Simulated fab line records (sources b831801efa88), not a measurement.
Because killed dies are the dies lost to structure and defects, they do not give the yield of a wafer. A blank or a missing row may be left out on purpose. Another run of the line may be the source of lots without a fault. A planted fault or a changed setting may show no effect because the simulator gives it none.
Split-lot study || flow sky130 || on a route of 708 steps: 5 lots, 23 wafers read

## SPLIT DETAILS
At SKY_CONTACT_SPUTTER_23 (material TiN, target thk 20 nm, time 80 s), the setting chamberPressurePa was moved away from the recipe's 5 Pa on 15 of the 23 wafers read, by +10.3% to +14.0%. This setting was run at the recipe's value on the other wafers.

The reading comes from the split's own step.

## THE READING
TiN_of_CONTACT_SPUTTER_23.thkNm (the simulator's own value, which no gauge read), in nm, at SKY_CONTACT_SPUTTER_23 (material TiN, target thk 20 nm, time 80 s). There is no usual value for it anywhere in the file. Here, 8 wafers ran the recipe; their average is 19.95 nm with a standard deviation of 0.15 nm.

{"wafer": "L074.1", "tool, chamber at the split": "pvdSputter-04, -", "chamberPressurePa as run, Pa": 5.513, "against the recipe": "+10.3%", "TiN_of_CONTACT_SPUTTER_23.thkNm, nm": 18.47, "against lot-mates on the recipe": "no lot-mate on the recipe"}
{"wafer": "L074.2", "tool, chamber at the split": "pvdSputter-04, -", "chamberPressurePa as run, Pa": 5.513, "against the recipe": "+10.3%", "TiN_of_CONTACT_SPUTTER_23.thkNm, nm": 18.27, "against lot-mates on the recipe": "no lot-mate on the recipe"}
{"wafer": "L074.4", "tool, chamber at the split": "pvdSputter-04, -", "chamberPressurePa as run, Pa": 5.513, "against the recipe": "+10.3%", "TiN_of_CONTACT_SPUTTER_23.thkNm, nm": 18.67, "against lot-mates on the recipe": "no lot-mate on the recipe"}
{"wafer": "L074.5", "tool, chamber at the split": "pvdSputter-04, -", "chamberPressurePa as run, Pa": 5.513, "against the recipe": "+10.3%", "TiN_of_CONTACT_SPUTTER_23.thkNm, nm": 18.61, "against lot-mates on the recipe": "no lot-mate on the recipe"}
{"wafer": "L074.6", "tool, chamber at the split": "pvdSputter-04, -", "chamberPressurePa as run, Pa": 5.513, "against the recipe": "+10.3%", "TiN_of_CONTACT_SPUTTER_23.thkNm, nm": 18.36, "against lot-mates on the recipe": "no lot-mate on the recipe"}
{"wafer": "L076.1", "tool, chamber at the split": "pvdSputter-02, -", "chamberPressurePa as run, Pa": 5.699, "against the recipe": "+14.0%", "TiN_of_CONTACT_SPUTTER_23.thkNm, nm": 17.83, "against lot-mates on the recipe": "no lot-mate on the recipe"}
{"wafer": "L076.2", "tool, chamber at the split": "pvdSputter-02, -", "chamberPressurePa as run, Pa": 5.699, "against the recipe": "+14.0%", "TiN_of_CONTACT_SPUTTER_23.thkNm, nm": 17.96, "against lot-mates on the recipe": "no lot-mate on the recipe"}
{"wafer": "L076.5", "tool, chamber at the split": "pvdSputter-02, -", "chamberPressurePa as run, Pa": 5.699, "against the recipe": "+14.0%", "TiN_of_CONTACT_SPUTTER_23.thkNm, nm": 17.96, "against lot-mates on the recipe": "no lot-mate on the recipe"}
{"wafer": "L076.3", "tool, chamber at the split": "pvdSputter-02, -", "chamberPressurePa as run, Pa": 5.699, "against the recipe": "+14.0%", "TiN_of_CONTACT_SPUTTER_23.thkNm, nm": 17.89, "against lot-mates on the recipe": "no lot-mate on the recipe"}
{"wafer": "L076.4", "tool, chamber at the split": "pvdSputter-02, -", "chamberPressurePa as run, Pa": 5.699, "against the recipe": "+14.0%", "TiN_of_CONTACT_SPUTTER_23.thkNm, nm": 18.05, "against lot-mates on the recipe": "no lot-mate on the recipe"}
{"wafer": "L083.1", "tool, chamber at the split": "pvdSputter-02, -", "chamberPressurePa as run, Pa": 5, "against the recipe": "recipe", "TiN_of_CONTACT_SPUTTER_23.thkNm, nm": 19.89, "against lot-mates on the recipe": "-"}
{"wafer": "L083.2", "tool, chamber at the split": "pvdSputter-02, -", "chamberPressurePa as run, Pa": 5, "against the recipe": "recipe", "TiN_of_CONTACT_SPUTTER_23.thkNm, nm": 19.82, "against lot-mates on the recipe": "-"}
{"wafer": "L083.3", "tool, chamber at the split": "pvdSputter-02, -", "chamberPressurePa as run, Pa": 5, "against the recipe": "recipe", "TiN_of_CONTACT_SPUTTER_23.thkNm, nm": 20.31, "against lot-mates on the recipe": "-"}
{"wafer": "L083.4", "tool, chamber at the split": "pvdSputter-02, -", "chamberPressurePa as run, Pa": 5, "against the recipe": "recipe", "TiN_of_CONTACT_SPUTTER_23.thkNm, nm": 20.04, "against lot-mates on the recipe": "-"}
{"wafer": "L083.6", "tool, chamber at the split": "pvdSputter-02, -", "chamberPressurePa as run, Pa": 5, "against the recipe": "recipe", "TiN_of_CONTACT_SPUTTER_23.thkNm, nm": 19.95, "against lot-mates on the recipe": "-"}
{"wafer": "L080.1", "tool, chamber at the split": "pvdSputter-02, -", "chamberPressurePa as run, Pa": 5, "against the recipe": "recipe", "TiN_of_CONTACT_SPUTTER_23.thkNm, nm": 19.8, "against lot-mates on the recipe": "-"}
{"wafer": "L080.2", "tool, chamber at the split": "pvdSputter-02, -", "chamberPressurePa as run, Pa": 5, "against the recipe": "recipe", "TiN_of_CONTACT_SPUTTER_23.thkNm, nm": 19.94, "against lot-mates on the recipe": "-"}
{"wafer": "L080.3", "tool, chamber at the split": "pvdSputter-02, -", "chamberPressurePa as run, Pa": 5, "against the recipe": "recipe", "TiN_of_CONTACT_SPUTTER_23.thkNm, nm": 19.87, "against lot-mates on the recipe": "-"}
{"wafer": "L085.1", "tool, chamber at the split": "pvdSputter-02, -", "chamberPressurePa as run, Pa": 5.698, "against the recipe": "+14.0%", "TiN_of_CONTACT_SPUTTER_23.thkNm, nm": 17.67, "against lot-mates on the recipe": "no lot-mate on the recipe"}
{"wafer": "L085.3", "tool, chamber at the split": "pvdSputter-02, -", "chamberPressurePa as run, Pa": 5.698, "against the recipe": "+14.0%", "TiN_of_CONTACT_SPUTTER_23.thkNm, nm": 17.67, "against lot-mates on the recipe": "no lot-mate on the recipe"}
{"wafer": "L085.2", "tool, chamber at the split": "pvdSputter-02, -", "chamberPressurePa as run, Pa": 5.698, "against the recipe": "+14.0%", "TiN_of_CONTACT_SPUTTER_23.thkNm, nm": 17.69, "against lot-mates on the recipe": "no lot-mate on the recipe"}
{"wafer": "L085.4", "tool, chamber at the split": "pvdSputter-02, -", "chamberPressurePa as run, Pa": 5.698, "against the recipe": "+14.0%", "TiN_of_CONTACT_SPUTTER_23.thkNm, nm": 17.8, "against lot-mates on the recipe": "no lot-mate on the recipe"}
{"wafer": "L085.5", "tool, chamber at the split": "pvdSputter-02, -", "chamberPressurePa as run, Pa": 5.698, "against the recipe": "+14.0%", "TiN_of_CONTACT_SPUTTER_23.thkNm, nm": 17.64, "against lot-mates on the recipe": "no lot-mate on the recipe"}

FIT RESULTS
A straight line over all 23 wafers: TiN_of_CONTACT_SPUTTER_23.thkNm changes by -0.152 nm for each +1% of chamberPressurePa; r = -0.99; the points scatter about the line by 0.16 nm.
Too few moved wafers with a lot-mate on the recipe to fit a line net of each lot's own level.

## FILE'S OWN FIT
TiN_of_CONTACT_SPUTTER_23.thkNm changes by -0.152 nm for each +1% of chamberPressurePa, r = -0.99.
